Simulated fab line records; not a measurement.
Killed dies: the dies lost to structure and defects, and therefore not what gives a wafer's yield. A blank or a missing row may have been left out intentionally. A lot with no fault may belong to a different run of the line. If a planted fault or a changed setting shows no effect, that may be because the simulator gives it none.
fab line records | flow sfqLine
[record] lots = 7 | wafers = 21 | lastDay = 93
route steps=325 shown L0@4 L0V@16 M0@28
lots that met no fault: from a run of the same line without faults
startH: the number of hours between the record's first day and the start of the first shown wafer of the lot | waitH: how many hours have passed since the lot's step before this one | " unchanged from the row above | L1.1+2: one row covering several wafers at once | - no value, or no start given | * or withheld: withheld | < > ~ a bound
route shown NAME@n: names a module that has steps shown in the file, with the first one's number in the route | usual: the fault-free wafers' mean and standard deviation | same: alike in all rows | chamber/n: place in a boat | sites: readings site by site | _std_site: their standard deviation | _edge_site: the outer-site mean with the inner-site mean subtracted | radiusMm: for every site, how far away it sits from the centre of the wafer | mask NAME#n: copy n | behind: tool/chamber where the wafer was last shaped | hold: the reason the lot was held/the length of the hold in hours/how it ended | device: whichever transistor did not switch (one of n, p or np) | end of line: at the end of the route, the tests of the same wafers | a step with no rows: only its recipe | killed: dies that structure and defects cost at the first sort, which is not the same as the wafer's yield | map: per-die view of a wafer (x killed, . not killed, _ where there is no die)
set.NAME: the setting that was run; set.NAME@STEP: the one run at that earlier step | model.NAME: the simulator's own value behind a step, which no gauge read
a table for each step, a row for each wafer; lots at some steps of the route
services: from which hour (startH, from the record's first day; less than 0 if before it) a tool's chamber was out of use, for how many hours, and why
[[steps]]
[step SFQ_L0_RS_MEAS_901]
[recipe] thkMeasGauge = four-point-probe | reads = MoNx_KI_of_TRILAYER_L0_DEP_SPUTTER_003
[usual] L0_MONX_KI_RS = 43.5/0.47
lot.wafer | tool         | chamber | startH | waitH | L0_MONX_KI_RS[ohm/sq]
L852.1    | filmMetro-02 | -       | 12.56  | 0.0   | 43.6
L852.3    | "            | -       | "      | "     | 44.1
L852.4    | "            | -       | "      | "     | 44.3
L856.1    | filmMetro-01 | -       | 32.56  | 0.0   | 43.3
L856.2    | "            | -       | "      | "     | 42.9
L856.4    | "            | -       | "      | "     | 43.6
L859.1    | filmMetro-01 | -       | 47.56  | 0.0   | 43.4
L859.5    | "            | -       | "      | "     | 43.6
L859.6    | "            | -       | "      | "     | 44.1
L860.1    | filmMetro-03 | -       | 52.56  | 0.0   | 43.6
L860.3    | "            | -       | "      | "     | 44.0
L860.4    | "            | -       | "      | "     | 43.5
L861.3    | filmMetro-03 | -       | 57.60  | 0.1   | 43.2
L861.5    | "            | -       | "      | "     | 42.7
L861.6    | "            | -       | "      | "     | 43.1
L863.1    | filmMetro-03 | -       | 67.56  | 0.0   | 43.7
L863.2    | "            | -       | "      | "     | 43.7
L863.3    | "            | -       | "      | "     | 44.6
L873.3    | filmMetro-03 | -       | 117.60 | 0.1   | 43.4
L873.5    | "            | -       | "      | "     | 43.6
L873.6    | "            | -       | "      | "     | 43.2
[step SFQ_L0_THK_MEAS_902]
[recipe] thkMeasGauge = xrf | reads = MoNx_KI_of_TRILAYER_L0_DEP_SPUTTER_003
[usual] L0_MONX_KI_THK = 39.7/0.44
lot.wafer | tool         | chamber | startH | waitH | L0_MONX_KI_THK[nm]
L852.1    | filmMetro-02 | -       | 12.68  | 0.1   | 39.7
L852.3    | "            | -       | "      | "     | 39.3
L852.4    | "            | -       | "      | "     | 39.1
L856.1    | filmMetro-01 | -       | 32.68  | 0.1   | 39.6
L856.2    | "            | -       | "      | "     | 40.0
L856.4    | "            | -       | "      | "     | 39.5
L859.1    | filmMetro-01 | -       | 47.68  | 0.1   | 39.8
L859.5    | "            | -       | "      | "     | 39.8
L859.6    | "            | -       | "      | "     | 39.0
L860.1    | filmMetro-03 | -       | 52.68  | 0.1   | 39.7
L860.3    | "            | -       | "      | "     | 39.2
L860.4    | "            | -       | "      | "     | 39.7
L861.3    | filmMetro-03 | -       | 57.70  | 0.1   | 39.9
L861.5    | "            | -       | "      | "     | 40.4
L861.6    | "            | -       | "      | "     | 39.8
L863.1    | filmMetro-03 | -       | 67.68  | 0.1   | 39.5
L863.2    | "            | -       | "      | "     | 39.4
L863.3    | "            | -       | "      | "     | 38.8
L873.3    | filmMetro-03 | -       | 117.70 | 0.1   | 39.7
L873.5    | "            | -       | "      | "     | 39.5
L873.6    | "            | -       | "      | "     | 39.8
[step SFQ_TRILAYER_L0_LITHO_COAT_010]
[recipe] resist = BARC | spinRpm = 3000 | resistThkNm = 62
[step SFQ_TRILAYER_L0_LITHO_COAT_005]
[recipe] resist = KrF | spinRpm = 3000 | resistThkNm = 600
[step SFQ_TRILAYER_L0_LITHO_SOFTBAKE_009]
[recipe] tempC = withheld | timeS = withheld | resist = KrF
[step SFQ_TRILAYER_L0_LITHO_EXPOSE_006]
[recipe] maskId = L0 | na = 0.6 | sourceShape = conventional | sigmaOuter = 0.65 | targetCdNm = 2000 | doseMj = 14.4
[step SFQ_TRILAYER_L0_LITHO_PEB_008]
[recipe] pebTempC = 115 | pebTimeS = 60 | resist = KrF
[step SFQ_TRILAYER_L0_LITHO_DEVELOP_007]
[recipe] timeS = 60 | resist = KrF
[step SFQ_TRILAYER_L0_BARC_OPEN_METAL_ETCH_010]
[recipe] maskMaterial = PR | chemistry = O2 | targetDepthNm = 125 | target = BARC | icpW = 600 | biasW = 80 | pressureMtorr = 10 | timeS = 41.7
[step SFQ_TRILAYER_L0_ETCH_METAL_ETCH_008]
[recipe] target = MoNx_KI | stopOn = SiO2 | maskMaterial = PR | chemistry = SF6/O2 | targetDepthNm = 50 | icpW = 600 | biasW = 80 | pressureMtorr = 10 | timeS = 25
[usual] drypumpMotorCurrentA = 5.8/0.7 | oesProductAu = 0.874/0.007
lot.wafer | tool        | chamber | startH | waitH | drypumpMotorCurrentA | oesProductAu | rfHoursCounterH
L852.1    | rieMetal-01 | 1       | 62.25  | 0.0   | 6.2                  | 0.868        | 48
L852.3    | "           | 0       | "      | "     | 6.5                  | 0.865        | -
L852.4    | "           | 1       | "      | "     | 6.1                  | 0.866        | -
L856.1    | rieMetal-02 | 1       | 80.25  | 0.0   | 5.3                  | 0.878        | 30
L856.2    | "           | 0       | "      | "     | 4.6                  | 0.879        | 60
L856.4    | "           | 1       | "      | "     | 5.3                  | 0.877        | -
L859.1    | rieMetal-02 | 1       | 99.45  | 0.0   | 5.3                  | 0.884        | 34
L859.5    | "           | 1       | "      | "     | 5.2                  | 0.867        | -
L859.6    | "           | 0       | "      | "     | 4.6                  | 0.867        | -
L860.1    | rieMetal-01 | 0       | 105.45 | 0.0   | 6.6                  | 0.873        | 49
L860.3    | "           | 1       | "      | "     | 6.2                  | 0.868        | -
L860.4    | "           | 0       | "      | "     | 6.6                  | 0.868        | -
L861.3    | rieMetal-04 | 0       | 111.26 | 0.0   | 5.6                  | 0.872        | -
L861.5    | "           | 1       | "      | "     | 6.5                  | 0.875        | -
L861.6    | "           | 0       | "      | "     | 5.6                  | 0.874        | -
L863.1    | rieMetal-01 | 1       | 129.57 | 0.0   | 6.2                  | 0.876        | 59
L863.2    | "           | 0       | "      | "     | 6.5                  | 0.864        | 53
L863.3    | "           | 0       | "      | "     | 6.5                  | 0.857        | -
L873.3    | rieMetal-04 | 1       | 189.50 | 0.0   | 6.6                  | 0.875        | -
L873.5    | "           | 1       | "      | "     | 6.6                  | 0.873        | -
L873.6    | "           | 0       | "      | "     | 5.6                  | 0.879        | -
[step SFQ_TRILAYER_L0_STRIP_STRIP_009]
[recipe] gas = O2 | powerW = 200 | platenTempC = 40 | overashFraction = 0.65 | chemistry = O2 | pressureMtorr = 50
[usual] drypumpMotorCurrentA = 5.8/0.69 | oesProductAu = 0.997/0.01
lot.wafer | tool        | chamber | startH | waitH | drypumpMotorCurrentA | oesProductAu | rfHoursCounterH
L852.1    | rieMetal-01 | 1       | 62.29  | 0.0   | 6.2                  | 0.988        | 48
L852.3    | "           | 0       | "      | "     | 6.6                  | 0.998        | -
L852.4    | "           | 1       | "      | "     | 6.2                  | 0.991        | -
L856.1    | rieMetal-02 | 1       | 80.29  | 0.0   | 5.3                  | 0.987        | 30
L856.2    | "           | 0       | "      | "     | 4.6                  | 1.000        | 60
L856.4    | "           | 1       | "      | "     | 5.3                  | 0.988        | -
L859.1    | rieMetal-02 | 1       | 99.49  | 0.0   | 5.3                  | 0.992        | 34
L859.5    | "           | 1       | "      | "     | 5.3                  | 0.996        | -
L859.6    | "           | 0       | "      | "     | 4.6                  | 1.004        | -
L860.1    | rieMetal-01 | 0       | 105.49 | 0.0   | 6.5                  | 0.996        | 49
L860.3    | "           | 1       | "      | "     | 6.2                  | 0.983        | -
L860.4    | "           | 0       | "      | "     | 6.5                  | 0.985        | -
L861.3    | rieMetal-04 | 0       | 111.49 | 0.2   | 5.6                  | 1.004        | -
L861.5    | "           | 1       | "      | "     | 6.6                  | 1.000        | -
L861.6    | "           | 0       | "      | "     | 5.6                  | 1.001        | -
L863.1    | rieMetal-01 | 1       | 129.62 | 0.0   | 6.2                  | 0.977        | 59
L863.2    | "           | 0       | "      | "     | 6.5                  | 0.985        | 53
L863.3    | "           | 0       | "      | "     | 6.5                  | 0.971        | -
L873.3    | rieMetal-04 | 1       | 189.73 | 0.2   | 6.6                  | 0.982        | -
L873.5    | "           | 1       | "      | "     | 6.6                  | 0.990        | -
L873.6    | "           | 0       | "      | "     | 5.6                  | 1.010        | -
[step SFQ_TRILAYER_L0_STRIP_SOLV_CLEAN_010]
[recipe] chemistry = NMP | tempC = 70 | timeS = 600
[step SFQ_TRILAYER_L0_CAP_PECVD_011]
[recipe] material = SiO2 | tempC = 150 | timeS = 13.333 | pressureTorr = 2.4 | rfW = 183.3 | precursor = SiH4/N2O | targetThkNm = 60
[usual] heaterPowerOuterW = 23/5.8 | heaterPowerW = 74/13 | throttleValvePct = 25.2/1.1
lot.wafer | tool     | chamber | startH | waitH | heaterPowerOuterW | heaterPowerW | throttleValvePct
L852.1    | pecvd-04 | 1       | 63.07  | 0.0   | 24                | 70           | 23.8
L852.3    | "        | 0       | "      | "     | 24                | 88           | 23.6
L852.4    | "        | 2       | "      | "     | 16                | 58           | 23.7
L856.1    | pecvd-02 | 1       | 81.07  | 0.0   | 21                | 85           | 26.5
L856.2    | "        | 0       | "      | "     | 22                | 76           | 26.9
L856.4    | "        | 0       | "      | "     | 22                | 77           | 26.8
L859.1    | pecvd-04 | 2       | 100.27 | 0.0   | 19                | 61           | 23.6
L859.5    | "        | 2       | "      | "     | 19                | 60           | 23.7
L859.6    | "        | 1       | "      | "     | 29                | 75           | 24.0
L860.1    | pecvd-02 | 0       | 106.27 | 0.0   | 23                | 79           | 26.4
L860.3    | "        | 2       | "      | "     | 17                | 64           | 25.5
L860.4    | "        | 1       | "      | "     | 29                | 96           | 26.5
L860.1    | pecvd-02 | 0       | 106.46 | 0.2   | 22                | 79           | 27.0
L860.3    | "        | 2       | "      | "     | 17                | 64           | 25.9
L860.4    | "        | 1       | "      | "     | 29                | 96           | 26.5
L861.3    | pecvd-04 | 1       | 112.07 | 0.0   | 22                | 66           | 24.3
L861.5    | "        | 1       | "      | "     | 22                | 67           | 24.1
L861.6    | "        | 0       | "      | "     | 24                | 91           | 23.2
L861.3    | pecvd-04 | 1       | 112.26 | 0.2   | 22                | 65           | 24.0
L861.5    | "        | 1       | "      | "     | 22                | 67           | 24.1
L861.6    | "        | 0       | "      | "     | 24                | 90           | 23.4
L863.1    | pecvd-02 | 2       | 130.39 | 0.0   | 11                | 54           | 25.5
L863.2    | "        | 0       | "      | "     | 22                | 77           | 26.9
L863.3    | "        | 1       | "      | "     | 28                | 95           | 26.4
L863.1    | pecvd-02 | 2       | 130.58 | 0.2   | 12                | 55           | 25.3
L863.2    | "        | 0       | "      | "     | 23                | 76           | 27.1
L863.3    | "        | 1       | "      | "     | 28                | 93           | 26.2
L873.3    | pecvd-02 | 0       | 190.31 | 0.0   | 27                | 85           | 26.9
L873.5    | "        | 1       | "      | "     | 25                | 90           | 26.4
L873.6    | "        | 2       | "      | "     | 14                | 58           | 25.5
[step SFQ_TRILAYER_L0_VIA_LITHO_COAT_018]
[recipe] resist = BARC | spinRpm = 3000 | resistThkNm = 62
[step SFQ_TRILAYER_L0_VIA_LITHO_COAT_013]
[recipe] resist = KrF | spinRpm = 3000 | resistThkNm = 650
[step SFQ_TRILAYER_L0_VIA_LITHO_SOFTBAKE_017]
[recipe] tempC = withheld | timeS = withheld | resist = KrF
[step SFQ_TRILAYER_L0_VIA_LITHO_EXPOSE_014]
[recipe] maskId = L0V | na = 0.6 | sourceShape = conventional | sigmaOuter = 0.65 | targetCdNm = 700 | doseMj = 21.3
[step SFQ_TRILAYER_L0_VIA_LITHO_PEB_016]
[recipe] pebTempC = 115 | pebTimeS = 60 | resist = KrF
[step SFQ_TRILAYER_L0_VIA_LITHO_DEVELOP_015]
[recipe] timeS = 60 | resist = KrF
[step SFQ_L0V_OVL_MEAS_903]
[usual] L0V_OVL = 2/5.1
lot.wafer | tool       | chamber | startH | waitH | L0V_OVL[nm]
L852.1    | overlay-01 | -       | 98.92  | 0.1   | -2
L852.3    | "          | -       | "      | "     | 8
L852.4    | "          | -       | "      | "     | -1
L856.1    | overlay-02 | -       | 120.52 | 0.1   | 8
L856.2    | "          | -       | "      | "     | 3
L856.4    | "          | -       | "      | "     | -1
L859.1    | overlay-01 | -       | 137.47 | 0.1   | 3
L859.5    | "          | -       | "      | "     | 4
L859.6    | "          | -       | "      | "     | 3
L860.1    | overlay-02 | -       | 142.22 | 0.1   | -6
L860.3    | "          | -       | "      | "     | 5
L860.4    | "          | -       | "      | "     | -2
L861.3    | overlay-01 | -       | 148.23 | 0.1   | 5
L861.5    | "          | -       | "      | "     | 2
L861.6    | "          | -       | "      | "     | 11
L863.1    | overlay-02 | -       | 166.22 | 0.1   | 6
L863.2    | "          | -       | "      | "     | -6
L863.3    | "          | -       | "      | "     | 4
L873.3    | overlay-02 | -       | 241.93 | 0.1   | -8
L873.5    | "          | -       | "      | "     | 5
L873.6    | "          | -       | "      | "     | 2
[step SFQ_TRILAYER_L0_VIA_BARC_OPEN_VIA_ETCH_021]
[recipe] maskMaterial = PR | chemistry = O2 | targetDepthNm = 125 | target = BARC | sourceW = 500 | biasW = 80 | pressureMtorr = 30 | timeS = 41.7
[usual] drypumpMotorCurrentA = 5.6/0.35 | oesProductAu = 0.685/0.0047
lot.wafer | tool       | chamber | startH | waitH | drypumpMotorCurrentA | oesProductAu | rfHoursCounterH
L852.1    | rieDiel-04 | 0       | 98.95  | 0.0   | 5.0                  | 0.696        | 70
L852.3    | "          | 1       | "      | "     | 5.1                  | 0.689        | 14
L852.4    | "          | 2       | "      | "     | 6.0                  | 0.686        | 51
L856.1    | rieDiel-03 | 0       | 120.55 | 0.0   | 5.9                  | 0.680        | 4
L856.2    | "          | 2       | "      | "     | 5.6                  | 0.681        | 2
L856.4    | "          | 1       | "      | "     | 5.8                  | 0.688        | 73
L859.1    | rieDiel-04 | 0       | 137.50 | 0.0   | 5.0                  | 0.680        | 71
L859.5    | "          | 3       | "      | "     | 5.6                  | 0.682        | -
L859.6    | "          | 2       | "      | "     | 6.0                  | 0.690        | -
L860.1    | rieDiel-03 | 1       | 142.25 | 0.0   | 5.8                  | 0.682        | 74
L860.3    | "          | 0       | "      | "     | 5.9                  | 0.688        | 4
L860.4    | "          | 2       | "      | "     | 5.6                  | 0.684        | 3
L861.3    | rieDiel-03 | 2       | 148.25 | 0.0   | 5.6                  | 0.685        | 3
L861.5    | "          | 0       | "      | "     | 5.9                  | 0.687        | -
L861.6    | "          | 3       | "      | "     | 5.1                  | 0.689        | -
L863.1    | rieDiel-03 | 1       | 166.25 | 0.0   | 5.8                  | 0.687        | 74
L863.2    | "          | 0       | "      | "     | 5.9                  | 0.685        | 4
L863.3    | "          | 2       | "      | "     | 5.7                  | 0.690        | 3
L873.3    | rieDiel-04 | 2       | 241.95 | 0.0   | 6.0                  | 0.681        | 54
L873.5    | "          | 1       | "      | "     | 5.1                  | 0.684        | -
L873.6    | "          | 0       | "      | "     | 5.0                  | 0.682        | -
[step SFQ_TRILAYER_L0_VIA_ETCH_VIA_ETCH_016]
[recipe] target = SiO2 | stopOn = MoNx_KI | maskMaterial = PR | chemistry = CHF3 | targetDepthNm = 80 | sourceW = 500 | biasW = 80 | pressureMtorr = 30 | timeS = withheld
[usual] drypumpMotorCurrentA = 5.6/0.35 | oesProductAu = 0.843/0.0073
lot.wafer | tool       | chamber | startH | waitH | drypumpMotorCurrentA | oesProductAu | model.L0V.featureDepthNm | model.etch.depthNm
L852.1    | rieDiel-04 | 0       | 98.99  | 0.0   | 5.0                  | 0.836        | 59.66                    | 59.66
L852.3    | "          | 1       | "      | "     | 5.2                  | 0.838        | 60.21                    | 60.21
L852.4    | "          | 2       | "      | "     | 6.0                  | 0.844        | 60.29                    | 60.29
L856.1    | rieDiel-03 | 0       | 120.59 | 0.0   | 5.9                  | 0.837        | 59.64                    | 59.64
L856.2    | "          | 2       | "      | "     | 5.6                  | 0.838        | 59.21                    | 59.21
L856.4    | "          | 1       | "      | "     | 5.8                  | 0.840        | 60.21                    | 60.21
L859.1    | rieDiel-04 | 0       | 137.54 | 0.0   | 5.0                  | 0.842        | 59.97                    | 59.97
L859.5    | "          | 3       | "      | "     | 5.6                  | 0.850        | 61.09                    | 61.09
L859.6    | "          | 2       | "      | "     | 6.0                  | 0.846        | 61.16                    | 61.16
L860.1    | rieDiel-03 | 1       | 142.29 | 0.0   | 5.8                  | 1.004        | 80.9                     | 80.9
L860.3    | "          | 0       | "      | "     | 5.9                  | 1.013        | 81.29                    | 81.29
L860.4    | "          | 2       | "      | "     | 5.6                  | 0.994        | 79.14                    | 79.14
L861.3    | rieDiel-03 | 2       | 148.29 | 0.0   | 5.7                  | 1.001        | 79.02                    | 79.02
L861.5    | "          | 0       | "      | "     | 5.9                  | 1.009        | 81.99                    | 81.99
L861.6    | "          | 3       | "      | "     | 5.1                  | 1.017        | 81.91                    | 81.91
L863.1    | rieDiel-03 | 1       | 166.29 | 0.0   | 5.8                  | 1.008        | 81.05                    | 81.05
L863.2    | "          | 0       | "      | "     | 5.8                  | 1.021        | 82.33                    | 82.33
L863.3    | "          | 2       | "      | "     | 5.6                  | 0.987        | 78.62                    | 78.62
L873.3    | rieDiel-04 | 2       | 241.99 | 0.0   | 6.0                  | 0.842        | 59.54                    | 59.54
L873.5    | "          | 1       | "      | "     | 5.2                  | 0.851        | 60.26                    | 60.26
L873.6    | "          | 0       | "      | "     | 5.0                  | 0.853        | 60.76                    | 60.76
[step SFQ_TRILAYER_L0_VIA_STRIP_STRIP_017]
[recipe] gas = O2 | powerW = 200 | platenTempC = 40 | overashFraction = 0.65 | chemistry = O2 | pressureMtorr = 50
[usual] drypumpMotorCurrentA = 6.1/0.38 | oesProductAu = 0.996/0.0083
lot.wafer | tool        | chamber | startH | waitH | drypumpMotorCurrentA | oesProductAu | rfHoursCounterH
L852.1    | rieMetal-01 | 1       | 99.04  | -     | 6.2                  | 0.996        | 54
L852.3    | "           | 0       | "      | "     | 6.5                  | 0.995        | -
L852.4    | "           | 1       | "      | "     | 6.2                  | 0.994        | -
L856.1    | rieMetal-04 | 1       | 120.64 | -     | 6.6                  | 1.009        | 145
L856.2    | "           | 0       | "      | "     | 5.6                  | 1.008        | 12
L856.4    | "           | 1       | "      | "     | 6.6                  | 1.012        | -
L859.1    | rieMetal-01 | 0       | 137.59 | -     | 6.5                  | 0.989        | 54
L859.5    | "           | 1       | "      | "     | 6.2                  | 0.997        | -
L859.6    | "           | 0       | "      | "     | 6.5                  | 0.983        | -
L860.1    | rieMetal-04 | 0       | 142.34 | -     | 5.6                  | 1.016        | 16
L860.3    | "           | 0       | "      | "     | 5.6                  | 1.008        | -
L860.4    | "           | 1       | "      | "     | 6.6                  | 0.985        | -
L861.3    | rieMetal-04 | 1       | 148.54 | -     | 6.6                  | 0.992        | -
L861.5    | "           | 0       | "      | "     | 5.6                  | 1.012        | -
L861.6    | "           | 1       | "      | "     | 6.6                  | 0.982        | -
L863.1    | rieMetal-01 | 1       | 166.34 | -     | 6.2                  | 0.996        | 65
L863.2    | "           | 0       | "      | "     | 6.6                  | 0.983        | 59
L863.3    | "           | 0       | "      | "     | 6.5                  | 0.996        | -
L873.3    | rieMetal-01 | 1       | 242.24 | -     | 6.2                  | 0.995        | -
L873.5    | "           | 0       | "      | "     | 6.5                  | 0.995        | -
L873.6    | "           | 1       | "      | "     | 6.2                  | 0.993        | -
[step SFQ_TRILAYER_L0_VIA_STRIP_SOLV_CLEAN_018]
[recipe] chemistry = NMP | tempC = 70 | timeS = 600
[step SFQ_TRILAYER_M0_DEP_PRE_CLEAN_020]
[recipe] gas = Ar | timeS = 15 | biasV = 250
lot.wafer | tool          | chamber | startH | waitH | model.SiO2_of_TRILAYER_L0_CAP_PECVD_011.thkNm
L852.1    | pvdSputter-03 | -       | 99.82  | 0.0   | 54.66
L852.3    | "             | -       | "      | "     | 55.21
L852.4    | "             | -       | "      | "     | 55.29
L856.1    | pvdSputter-03 | -       | 121.42 | 0.0   | 54.64
L856.2    | "             | -       | "      | "     | 54.21
L856.4    | "             | -       | "      | "     | 55.21
L859.1    | pvdSputter-04 | -       | 138.36 | 0.0   | 54.97
L859.5    | "             | -       | "      | "     | 56.09
L859.6    | "             | -       | "      | "     | 56.16
L860.1    | pvdSputter-06 | -       | 143.12 | 0.0   | 114.9
L860.3    | "             | -       | "      | "     | 115.2
L860.4    | "             | -       | "      | "     | 116.4
L861.3    | pvdSputter-06 | -       | 149.12 | 0.0   | 115.4
L861.5    | "             | -       | "      | "     | 116.9
L861.6    | "             | -       | "      | "     | 118.4
L863.1    | pvdSputter-04 | -       | 167.12 | 0.0   | 114
L863.2    | "             | -       | "      | "     | 113.6
L863.3    | "             | -       | "      | "     | 114.3
L873.3    | pvdSputter-06 | -       | 242.82 | 0.0   | 54.54
L873.5    | "             | -       | "      | "     | 55.26
L873.6    | "             | -       | "      | "     | 55.76
[step SFQ_TRILAYER_M0_DEP_SPUTTER_019]
[recipe] material = Nb | basePressurePa = 1.33e-06 | chamberPressurePa = 0.1333 | substrateTempC = 20 | resputterCathodeVoltageV = 400 | targetThkNm = 200 | powerW = 2000 | timeS = 133.3
[usual] chamberPressurePa = 0.13331/0.00026 | throttleValvePct = 29.4/0.79
lot.wafer | tool          | chamber | startH | waitH | chamberPressurePa | throttleValvePct
L852.1    | pvdSputter-03 | -       | 99.84  | 0.0   | 0.13329           | 30.3
L852.3    | "             | -       | "      | "     | 0.13368           | 30.0
L852.4    | "             | -       | "      | "     | 0.1337            | 29.3
L856.1    | pvdSputter-03 | -       | 121.44 | 0.0   | 0.13318           | 30.0
L856.2    | "             | -       | "      | "     | 0.13337           | 30.1
L856.4    | "             | -       | "      | "     | 0.13308           | 29.6
L859.1    | pvdSputter-04 | -       | 138.39 | 0.0   | 0.13383           | 28.5
L859.5    | "             | -       | "      | "     | 0.13334           | 29.0
L859.6    | "             | -       | "      | "     | 0.13298           | 27.9
L860.1    | pvdSputter-06 | -       | 143.14 | 0.0   | 0.13359           | 29.5
L860.3    | "             | -       | "      | "     | 0.13341           | 29.6
L860.4    | "             | -       | "      | "     | 0.13302           | 29.3
L861.3    | pvdSputter-06 | -       | 149.14 | 0.0   | 0.13341           | 29.4
L861.5    | "             | -       | "      | "     | 0.13347           | 29.8
L861.6    | "             | -       | "      | "     | 0.13318           | 29.1
L863.1    | pvdSputter-04 | -       | 167.14 | 0.0   | 0.13329           | 30.7
L863.2    | "             | -       | "      | "     | 0.13327           | 28.6
L863.3    | "             | -       | "      | "     | 0.13369           | 28.1
L873.3    | pvdSputter-06 | -       | 242.84 | 0.0   | 0.13299           | 29.4
L873.5    | "             | -       | "      | "     | 0.13285           | 29.4
L873.6    | "             | -       | "      | "     | 0.13312           | 28.9
[[services]]
tool          | chamber | startH | hours | kind
pecvd-04      | -       | 52.74  | 0.5   | repair
rieDiel-04    | 2       | 56.71  | 4.5   | repair
pecvd-02      | 1       | 59.05  | 4.2   | repair
pecvd-02      | -       | 61.85  | 0.2   | repair
rieDiel-03    | 3       | 87.83  | 8.1   | repair
rieDiel-03    | -       | 103.73 | 3.7   | repair
pecvd-04      | 0       | 112.63 | 14.6  | repair
rieMetal-02   | 1       | 114.82 | 10.3  | repair
pecvd-02      | 2       | 147.35 | 13.6  | repair
rieMetal-01   | -       | 149.82 | 0.7   | repair
rieDiel-04    | 2       | 156.76 | 6.0   | repair
pecvd-02      | -       | 159.02 | 2.8   | pm
rieDiel-04    | -       | 180.08 | 0.7   | repair
pvdSputter-04 | -       | 189.04 | 4.2   | repair
pvdSputter-04 | -       | 190.33 | 2.2   | repair
pecvd-02      | -       | 194.25 | 14.0  | pm
pecvd-02      | 0       | 194.25 | 14.0  | ventCycle
pecvd-02      | 1       | 194.25 | 14.0  | ventCycle
pecvd-02      | 2       | 194.25 | 14.0  | ventCycle
rieDiel-04    | 1       | 194.51 | 2.6   | repair
rieMetal-04   | 0       | 204.06 | 15.5  | repair
rieMetal-01   | -       | 223.73 | 14.6  | pm
pecvd-04      | 2       | 227.66 | 19.4  | repair
pvdSputter-04 | -       | 228.27 | 13.5  | repair
[[key]]
[firstSign] step = SFQ_TRILAYER_L0_CAP_PECVD_011 | reading = visit | direction = added
[effect] step = SFQ_TRILAYER_L0_VIA_ETCH_VIA_ETCH_016 | reading = oesProductAu | direction = up | sigmas = 22 | usual = 0.843 | struck = 1.006
[modelEffect] step = SFQ_TRILAYER_L0_VIA_ETCH_VIA_ETCH_016 | value = L0V.featureDepthNm | without = 60.2 | struck = 80.69
[modelEffect] step = SFQ_TRILAYER_M0_DEP_PRE_CLEAN_020 | value = SiO2_of_TRILAYER_L0_CAP_PECVD_011.thkNm | without = 55.2 | struck = 115.5
metAt SFQ_TRILAYER_L0_CAP_PECVD_011
struckWafers L860.1,L860.3,L860.4,L861.3,L861.5,L861.6,L863.1,L863.2,L863.3
[fault] kind = repeatedStepWhole | tool = pecvd-01,pecvd-02,pecvd-04 | chamber = - | onsetH = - | steps = SFQ_TRILAYER_L0_CAP_PECVD_011 | times = 1 | scope = struckLotsOnly
